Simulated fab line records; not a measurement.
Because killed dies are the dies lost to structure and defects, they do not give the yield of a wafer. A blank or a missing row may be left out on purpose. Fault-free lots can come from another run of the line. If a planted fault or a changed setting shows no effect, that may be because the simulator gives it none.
Chamber matching + flow sky130 + 3 sister chambers for SKY_CONTACT_CVD_00 on pecvd-02
The step deposits Si3N4, target thk 75 nm. 3 wafers are shown with their chamber, then 7 later ones without.

== WAFERS PAIRED WITH THEIR CHAMBERS ==
| wafer  | chamber | heater-power-w (W) |
|--------|---------|--------------------|
| L084.5 | 2       | 734                |
| L087.4 | 1       | 756                |
| L087.5 | 0       | 790                |

== WAFERS WHOSE CHAMBER IS MISSING ==
| wafer  | heater-power-w (W) |
|--------|--------------------|
| L087.6 | 690                |
| L094.2 | 801                |
| L094.3 | 800                |
| L094.4 | 645                |
| L097.1 | 660                |
| L097.3 | 843                |
| L097.6 | 743                |

== WHICH CHAMBER EACH ONE RAN IN ==
| wafer  | from the rows above          | in truth |
|--------|------------------------------|----------|
| L087.6 | can't be placed: 2 or 1 or 0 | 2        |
| L094.2 | can't be placed: 0 or 1 or 2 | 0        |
| L094.3 | can't be placed: 0 or 1 or 2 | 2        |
| L094.4 | can't be placed: 2 or 1 or 0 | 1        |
| L097.1 | can't be placed: 2 or 1 or 0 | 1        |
| L097.3 | can't be placed: 0 or 1 or 2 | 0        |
| L097.6 | can't be placed: 2 or 1 or 0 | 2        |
Correct placement for 0 of the 7. Unplaceable from these rows: 7, with the true chamber sitting among the candidates in 7. Wrongly placed: 0.
How it was worked out, from the rows above alone: a wafer's distance from a chamber is the root of the sum, over the readings, of the square of ((its reading less the chamber's mean) divided by the reading's scatter). If the next closest chamber is less than 2 further off than the closest, the wafer can't be placed; otherwise it belongs to the closest. For every chamber, the mean is computed from those of its wafers that are shown. The scatter: with one shown wafer a chamber, the root of the mean of the squares of how far each hidden wafer lies from its nearest shown one.
